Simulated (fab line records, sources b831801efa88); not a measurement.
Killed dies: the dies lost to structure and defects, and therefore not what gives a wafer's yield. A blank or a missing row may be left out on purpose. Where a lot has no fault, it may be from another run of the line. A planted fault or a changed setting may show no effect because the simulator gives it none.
Problem report in the 8D (eight disciplines) form, filled by code | flow gf180mcu | the parts of the form that need people (team, actions taken, sign-off) are left out

1. WHAT WENT WRONG
Wafers free of any fault read 557 (standard deviation 3.9) for LVPWELL_TW at GF_LVPWELL_TW_MEAS_11, against a mean of 530 on 6 wafers of 2 lots. Measured from the usual mean, that is -6.9 standard deviations.
First observed at day 7 04:06: wafer L995.1, on film metro-01. The record has a number at this step for 36 wafers belonging to 12 lots. The rule behind "out" and "out of limits": a value lying over 4 standard deviations away from the usual mean. All remaining wafers that have a number are taken as sound.

2. WHAT IT IS, WHAT IT ISN'T
question                    | is                     | is not
which readings at this step | LVPWELL_TW             | -
which lots                  | L995, L996             | L102, L103, L104, L981, L983, L984, L988, L990, L991, L993
which wafers of those lots  | all that have a number | -
read on which gauges        | film metro-01          | film metro-02, film metro-03
when                        | from day 7 04:06       | up to then (21 sound wafers); but 9 sound wafers of L102, L103, L104 came after

3. THE SUSPECTS, EACH WITH WHAT RULES IT OUT
Counting: a tool stays on the suspect list if, at a process step up to the reading, it processed all lots that are out and no sound lot following the first of them.
- ruled out: the gauge at GF_LVPWELL_TW_MEAS_11. All the wafers that are out were read on film metro-01, but those of them that GF_LVPWELL_IMPLANT_09 has rows for are out there too, on other tools.
- implanter-04 at GF_LVPWELL_IMPLANT_09: kept. It processed each lot that is out, first L995 at day 7 03:51, and no sound lot thereafter; up to then, the last sound lot it processed was L991 at day 6 05:50. Its own dose ions cm2, faraday current uA readings are out on those wafers.
Left after counting: implanter-04 at GF_LVPWELL_IMPLANT_09.

4. THE CAUSE (what the simulator had put in)
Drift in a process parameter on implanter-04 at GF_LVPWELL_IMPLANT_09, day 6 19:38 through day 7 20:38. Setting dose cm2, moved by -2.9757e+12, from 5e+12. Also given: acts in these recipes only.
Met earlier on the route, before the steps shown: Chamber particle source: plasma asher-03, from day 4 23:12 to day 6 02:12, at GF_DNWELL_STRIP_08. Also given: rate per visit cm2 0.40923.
The count eliminated every tool but this one.

5. THE CHAIN OF EFFECTS, in route order
Each row: a reading where the mean over the struck wafers with a number is more than 3 standard deviations away from the usual. Scope: only readings with a usual standard deviation given in the record; hours: median across lots of the time from each lot's start at the first step in this table that gives one to its start at this step; sigmas: change in usual standard deviations.
hours | step                     | reading            | usual       | on struck wafers | change | sigmas
0     | GF_LVPWELL_IMPLANT_09    | dose ions cm2      | 5e+12       | 2e+12            | -3e+12 | -99 or more
0     | GF_LVPWELL_IMPLANT_09    | faraday current uA | 28.2        | 11.5             | -16.7  | -30
0     | GF_LVPWELL_TW_MEAS_11    | LVPWELL_TW         | 557         | 530              | -27    | -6.9
104   | GF_VT_IMPLANT_RS_MEAS_48 | LVPWELL_RS         | 1195 ohm/sq | 1361             | +166   | +53
Here are the process steps it includes:
- GF_LVPWELL_IMPLANT_09
Later measuring or inspecting steps at which every struck wafer that the step has a row for has a number for every such reading, and none has moved that far: GF_M1_CD_MEAS_14.

6. WHAT WOULD HAVE CAUGHT IT SOONER
8 hours passed between the start of the fault at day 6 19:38 and the first reading out of limits at a measuring or inspecting step in this record, taken at day 7 04:06.
Tool's own readings at GF_LVPWELL_IMPLANT_09, dose ions cm2, faraday current uA: out on all struck wafers the step has rows for; an alarm limit on them would have tripped on the first.
Lots out: 2; of these, L996 started GF_LVPWELL_IMPLANT_09 on implanter-04 after day 7 04:06. Holding the tool at that time would have saved it.
